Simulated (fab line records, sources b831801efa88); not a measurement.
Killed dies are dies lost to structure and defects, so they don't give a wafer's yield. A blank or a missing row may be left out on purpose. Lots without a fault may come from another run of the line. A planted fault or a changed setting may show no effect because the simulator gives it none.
Chamber matching | flow gf180mcu | GF_PASSIVATION_CVD_02 on pecvd-04: 3 sister chambers
The step deposits Si3N4, target thk 700 nm, time 486.18 s. 3 wafers are shown with their chamber, then 10 later ones without.

WAFERS WITH THEIR CHAMBER
wafer  | chamber | heater_power_w (W)
L083.5 | 1       | 544
L084.2 | 0       | 656
L084.4 | 2       | 719

WAFERS WITHOUT THEIR CHAMBER
wafer  | heater_power_w (W)
L084.6 | 680
L091.1 | 700
L091.2 | 586
L091.6 | 635
L093.4 | 543
L093.5 | 694
L093.6 | 625
L097.1 | 621
L097.2 | 686
L097.5 | 646

WHICH CHAMBER EACH WENT THROUGH
wafer  | from the rows above     | in truth
L084.6 | can't be placed: 0 or 2 | 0
L091.1 | can't be placed: 2 or 0 | 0
L091.2 | can't be placed: 1 or 0 | 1
L091.6 | 0                       | 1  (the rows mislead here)
L093.4 | 1                       | 1
L093.5 | can't be placed: 2 or 0 | 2
L093.6 | can't be placed: 0 or 1 | 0
L097.1 | can't be placed: 0 or 1 | 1
L097.2 | can't be placed: 0 or 2 | 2
L097.5 | 0                       | 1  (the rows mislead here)
Placed correctly: 1 of 10. Can't be placed from these rows: 7 (the true chamber is among the candidates in 7). Placed wrongly: 2.
How it was worked out, from the rows above alone: a wafer's distance from a chamber is the root of the sum, over the readings, of the square of ((its reading less the chamber's mean) divided by the reading's scatter). The wafer belongs to the nearest chamber; if the next one is less than 2 further off, it can't be placed. A chamber's mean is the mean of its shown wafers. The scatter: with one shown wafer a chamber, the root of the mean of the squares of how far each hidden wafer lies from its nearest shown one.
